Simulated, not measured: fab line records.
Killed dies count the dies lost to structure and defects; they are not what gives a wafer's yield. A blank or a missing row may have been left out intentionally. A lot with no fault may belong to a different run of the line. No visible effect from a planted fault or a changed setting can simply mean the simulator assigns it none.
fab line records	flow sfqLine
[record] lots = 5	wafers = 15	lastDay = 86
route steps=325 shown I5@235 C5@240
lots untouched by any fault: they come from a run of this same line in which no faults occurred
startH: hours from the record's first day to the start of the lot's first wafer shown	waitH: hours since the lot's step before	" the same as in the row above	L1.1+2: a single row standing in for several wafers	- either no value or no given start	* or withheld: withheld	< > ~ a bound
route shown NAME@n: NAME is a module with steps in the file, n the number in the route of the first one	usual: average and standard deviation across the fault-free wafers	same: alike in all rows	chamber/n: place in a boat	sites: the reading at each site	_std_site: the values' standard deviation	_edge_site: the outer-site mean with the inner-site mean subtracted	radiusMm: for every site, how far away it sits from the centre of the wafer	mask NAME#n: copy n	behind: the tool/chamber that last shaped the wafer	hold: why the lot went on hold/how many hours it stayed there/how the hold came to an end	device: names the non-switching transistor (n, p or np)	end of line: the same wafers' tests at the end of the route	where a step has no rows: the recipe by itself	killed: dies lost to structure and defects at the first sort, not the wafer's yield	map: per-die view of a wafer (x killed, . not killed, _ where there is no die)
set.NAME: setting as actually run; set.NAME@STEP: the setting as run at that earlier step	model.NAME: the simulator's own value behind a step, which no gauge read
lots at selected steps of the route; one table per step, one row per wafer
services: a tool's chamber out of use, with start hour (startH, from the record's first day; less than 0 if before it), hours out, and reason
[[steps]]
[step SFQ_I5_OVL_MEAS_936]
[usual] I5_OVL = 1/5.9
lot.wafer	tool	chamber	startH	waitH	I5_OVL[nm]
L705.3	overlay-02	-	1505.70	0.1	1
L705.4	"	-	"	"	-8
L705.6	"	-	"	"	-12
L707.1	overlay-02	-	1623.99	0.1	0
L707.2	"	-	"	"	-4
L707.5	"	-	"	"	7
L712.1	overlay-02	-	1686.51	0.1	2
L712.2	"	-	"	"	4
L712.5	"	-	"	"	-3
L721.1	overlay-01	-	1740.60	0.1	0
L721.2	"	-	"	"	-1
L721.5	"	-	"	"	-1
L724.1	overlay-02	-	1752.60	0.1	-4
L724.2	"	-	"	"	-1
L724.6	"	-	"	"	-1
[step SFQ_TRILAYER_I5_BARC_OPEN_VIA_ETCH_200]
[recipe] maskMaterial = PR	chemistry = O2	targetDepthNm = 125	target = BARC	sourceW = 500	biasW = 80	pressureMtorr = 30	timeS = 41.7
[usual] drypumpMotorCurrentA = 5.7/0.53	oesProductAu = 0.685/0.0047
lot.wafer	tool	chamber	startH	waitH	drypumpMotorCurrentA	oesProductAu	rfHoursCounterH
L705.3	rieDiel-01	1	1505.72	0.0	5.2	0.682	0
L705.4	"	2	"	"	5.9	0.677	10
L705.6	"	0	"	"	5.5	0.677	-
L707.1	rieDiel-03	0	1624.02	0.0	5.7	0.684	14
L707.2	"	3	"	"	4.7	0.697	10
L707.5	"	2	"	"	5.7	0.683	-
L712.1	rieDiel-03	2	1686.55	0.0	5.7	0.686	10
L712.2	"	3	"	"	4.8	0.684	11
L712.5	"	3	"	"	4.7	0.692	-
L721.1	rieDiel-03	0	1740.63	0.0	5.7	0.685	16
L721.2	"	3	"	"	4.8	0.689	11
L721.5	"	0	"	"	5.7	0.684	-
L724.1	rieDiel-04	1	1752.63	0.0	5.7	0.681	1
L724.2	"	0	"	"	6.6	0.681	3
L724.6	"	0	"	"	6.6	0.689	-
[step SFQ_TRILAYER_I5_ETCH_VIA_ETCH_147]
[recipe] stopOn = Nb	maskMaterial = PR	chemistry = CHF3	targetDepthNm = 360	sourceW = 500	biasW = 80	pressureMtorr = 30	timeS = withheld
[usual] drypumpMotorCurrentA = 5.7/0.52	oesProductAu = 0.990/0.0056
lot.wafer	tool	chamber	startH	waitH	drypumpMotorCurrentA	oesProductAu
L705.3	rieDiel-01	1	1505.76	0.0	5.1	0.990
L705.4	"	2	"	"	5.9	0.992
L705.6	"	0	"	"	5.5	0.975
L707.1	rieDiel-03	0	1624.06	0.0	5.8	1.003
L707.2	"	3	"	"	4.8	0.998
L707.5	"	2	"	"	5.7	0.986
L712.1	rieDiel-03	2	1686.59	0.0	5.8	0.993
L712.2	"	3	"	"	4.7	0.990
L712.5	"	3	"	"	4.8	1.001
L721.1	rieDiel-03	0	1740.67	0.0	5.7	0.985
L721.2	"	3	"	"	4.8	0.991
L721.5	"	0	"	"	5.7	0.992
L724.1	rieDiel-04	1	1752.67	0.0	5.7	0.986
L724.2	"	0	"	"	6.5	0.989
L724.6	"	0	"	"	6.5	0.976
[step SFQ_TRILAYER_I5_STRIP_STRIP_148]
[recipe] gas = O2	powerW = 200	platenTempC = 40	overashFraction = 0.65	chemistry = O2	pressureMtorr = 50
[usual] drypumpMotorCurrentA = 5.5/0.51	oesProductAu = 0.998/0.0072
lot.wafer	tool	chamber	startH	waitH	drypumpMotorCurrentA	oesProductAu	rfHoursCounterH
L705.3	rieMetal-03	0	1506.11	-	5.1	0.997	-
L705.4	"	1	"	"	6.4	0.997	-
L705.6	"	1	"	"	6.4	0.998	-
L707.1	rieMetal-02	1	1624.21	-	5.7	1.000	90
L707.2	"	1	"	"	5.7	0.989	-
L707.5	"	1	"	"	5.7	1.000	-
L712.1	rieMetal-04	0	1686.74	-	4.9	0.998	10
L712.2	"	1	"	"	5.5	1.001	82
L712.5	"	1	"	"	5.5	0.996	-
L721.1	rieMetal-02	1	1740.82	-	5.7	0.991	102
L721.2	"	0	"	"	5.5	0.989	73
L721.5	"	1	"	"	5.7	0.987	-
L724.1	rieMetal-02	0	1752.82	-	5.5	0.995	73
L724.2	"	0	"	"	5.5	0.990	-
L724.6	"	0	"	"	5.5	0.992	-
[step SFQ_TRILAYER_I5_STRIP_SOLV_CLEAN_149]
[recipe] chemistry = NMP	tempC = 70	timeS = 600
[step SFQ_TRILAYER_C5_LITHO_COAT_156]
[recipe] resist = BARC	spinRpm = 3000	resistThkNm = 62
[step SFQ_TRILAYER_C5_LITHO_COAT_151]
[recipe] resist = KrF	spinRpm = 3000	resistThkNm = 650
[step SFQ_TRILAYER_C5_LITHO_SOFTBAKE_155]
[recipe] tempC = withheld	timeS = withheld	resist = KrF
[step SFQ_TRILAYER_C5_LITHO_EXPOSE_152]
[recipe] maskId = C5	na = 0.6	sourceShape = conventional	sigmaOuter = 0.65	targetCdNm = 500	doseMj = 21.3
[step SFQ_TRILAYER_C5_LITHO_PEB_154]
[recipe] pebTempC = 115	pebTimeS = 60	resist = KrF
[step SFQ_TRILAYER_C5_LITHO_DEVELOP_153]
[recipe] timeS = 60	resist = KrF
[step SFQ_C5_OVL_MEAS_937]
[usual] C5_OVL = -1/4.8
lot.wafer	tool	chamber	startH	waitH	C5_OVL[nm]
L705.3	overlay-02	-	1520.79	0.1	-6
L705.4	"	-	"	"	0
L705.6	"	-	"	"	1
L707.1	overlay-02	-	1627.84	0.1	-4
L707.2	"	-	"	"	-1
L707.5	"	-	"	"	-3
L712.1	overlay-02	-	1798.95	0.1	-5
L712.2	"	-	"	"	-2
L712.5	"	-	"	"	-6
L721.1	overlay-01	-	1831.35	0.1	-6
L721.2	"	-	"	"	-6
L721.5	"	-	"	"	-2
L724.1	overlay-01	-	1839.75	0.1	0
L724.2	"	-	"	"	1
L724.6	"	-	"	"	2
[step SFQ_TRILAYER_C5_BARC_OPEN_VIA_ETCH_210]
[recipe] maskMaterial = PR	chemistry = O2	targetDepthNm = 125	target = BARC	sourceW = 500	biasW = 80	pressureMtorr = 30	timeS = 41.7
[usual] drypumpMotorCurrentA = 5.7/0.42	oesProductAu = 0.685/0.0047
lot.wafer	tool	chamber	startH	waitH	drypumpMotorCurrentA	oesProductAu	rfHoursCounterH	model.KrF_of_TRILAYER_C5_LITHO_COAT_151.thkNm
L705.3	rieDiel-02	0	1520.81	0.0	5.8	0.676	11	576
L705.4	"	2	"	"	6.0	0.682	7	575.1
L705.6	"	2	"	"	6.0	0.690	-	577.9
L707.1	rieDiel-01	2	1627.88	0.0	5.9	0.690	10	577.3
L707.2	"	3	"	"	5.9	0.682	0	578.1
L707.5	"	1	"	"	5.1	0.689	-	579.2
L712.1	rieDiel-02	3	1798.99	0.0	5.6	0.676	18	573.8
L712.2	"	0	"	"	5.8	0.685	15	585.6
L712.5	"	0	"	"	5.8	0.677	-	575.4
L721.1	rieDiel-03	1	1831.39	0.0	6.5	0.691	3	575.3
L721.2	"	0	"	"	5.7	0.688	2	577.1
L721.5	"	3	"	"	4.7	0.686	-	575.8
L724.1	rieDiel-03	0	1839.79	0.0	5.7	0.687	2	575.4
L724.2	"	2	"	"	5.7	0.687	14	578.3
L724.6	"	2	"	"	5.7	0.681	-	576.7
[step SFQ_TRILAYER_C5_ETCH_VIA_ETCH_154]
[recipe] target = SiO2	maskMaterial = PR	chemistry = CHF3	targetDepthNm = 84	sourceW = 500	biasW = 80	pressureMtorr = 30	timeS = withheld	stopOn = Nb
[usual] drypumpMotorCurrentA = 5.7/0.42	oesProductAu = 0.893/0.0064
lot.wafer	tool	chamber	startH	waitH	drypumpMotorCurrentA	oesProductAu	model.KrF_of_TRILAYER_C5_LITHO_COAT_151.thkNm
L705.3	rieDiel-02	0	1520.85	0.0	5.8	0.890	561.4
L705.4	"	2	"	"	6.0	0.895	560.6
L705.6	"	2	"	"	6.0	0.891	563.4
L707.1	rieDiel-01	2	1627.92	0.0	6.0	0.889	562.7
L707.2	"	3	"	"	5.9	0.884	563.7
L707.5	"	1	"	"	5.2	0.899	564.7
L712.1	rieDiel-02	3	1799.03	0.0	5.6	0.898	559.3
L712.2	"	0	"	"	5.8	0.892	570.9
L712.5	"	0	"	"	5.8	0.899	560.8
L721.1	rieDiel-03	1	1831.43	0.0	6.6	0.893	560.6
L721.2	"	0	"	"	5.7	0.897	562.5
L721.5	"	3	"	"	4.8	0.890	561
L724.1	rieDiel-03	0	1839.83	0.0	5.8	0.885	560.9
L724.2	"	2	"	"	5.7	0.890	563.9
L724.6	"	2	"	"	5.7	0.889	562.4
[step SFQ_TRILAYER_C5_STRIP_STRIP_155]
[recipe] gas = O2	powerW = 200	platenTempC = 40	overashFraction = 0.65	chemistry = O2	pressureMtorr = 50
[usual] drypumpMotorCurrentA = 5.38/0.22	oesProductAu = 0.997/0.0083
lot.wafer	tool	chamber	startH	waitH	drypumpMotorCurrentA	oesProductAu	rfHoursCounterH
L705.3	rieMetal-01	0	1521.10	-	5.34	0.980	-
L705.4	"	1	"	"	5.39	0.999	-
L705.6	"	0	"	"	5.32	0.991	-
L707.1	rieMetal-01	0	1627.96	-	5.34	0.991	125
L707.2	"	1	"	"	5.39	0.995	72
L707.5	"	0	"	"	5.34	0.988	-
L712.1	rieMetal-01	1	1799.08	-	5.38	1.014	93
L712.2	"	0	"	"	5.31	1.005	14
L712.5	"	0	"	"	5.32	1.014	-
L721.1	rieMetal-02	0	1831.48	-	5.48	0.997	87
L721.2	"	1	"	"	5.68	0.994	112
L721.5	"	0	"	"	5.49	0.995	-
L724.1	rieMetal-04	1	1839.88	-	5.47	0.997	107
L724.2	"	0	"	"	4.88	0.997	35
L724.6	"	0	"	"	4.87	1.010	-
[[services]]
tool	chamber	startH	hours	kind
rieDiel-01	0	1487.98	16.4	repair
rieMetal-02	0	1503.68	5.5	repair
rieDiel-01	1	1507.52	4.5	repair
rieDiel-03	-	1521.14	1.0	repair
rieMetal-02	0	1532.38	3.0	repair
rieDiel-02	0	1532.75	6.5	repair
rieDiel-02	1	1542.17	16.4	repair
rieMetal-02	0	1558.00	1.0	repair
rieDiel-01	1	1560.54	3.1	repair
rieDiel-02	-	1564.00	0.4	repair
rieMetal-02	1	1577.27	12.6	repair
rieMetal-02	0	1606.36	21.6	repair
rieDiel-01	-	1624.64	2.1	repair
rieDiel-01	0	1639.94	9.8	repair
rieDiel-02	1	1640.17	6.1	repair
rieDiel-01	-	1684.68	2.8	pm
rieDiel-03	1	1739.89	3.7	repair
rieDiel-02	0	1746.31	8.7	repair
rieMetal-02	1	1751.67	18.5	repair
rieDiel-01	1	1753.49	1.4	repair
rieMetal-02	-	1767.73	14.6	pm
rieDiel-01	0	1785.38	8.0	repair
rieDiel-02	1	1786.85	12.7	repair
rieDiel-01	1	1788.18	8.6	repair
[[key]]
firstSign none at tools or gauges
[modelEffect] step = SFQ_TRILAYER_C5_BARC_OPEN_VIA_ETCH_210	value = KrF_of_TRILAYER_C5_LITHO_COAT_151.thkNm	without = 574.9	struck = 585.6
[modelEffect] step = SFQ_TRILAYER_C5_ETCH_VIA_ETCH_154	value = KrF_of_TRILAYER_C5_LITHO_COAT_151.thkNm	without = 560.1	struck = 570.9
metAt SFQ_TRILAYER_C5_BARC_OPEN_VIA_ETCH_210
struckWafers L712.2
onsetBetween 1520.81 1798.99
[fault] kind = processParameterDrift	tool = rieDiel-02	chamber = -	onsetH = 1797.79	steps = SFQ_TRILAYER_C5_BARC_OPEN_VIA_ETCH_210	channel = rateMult	offset = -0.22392	shape = step	endH = 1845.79	scope = struckWafersOnly
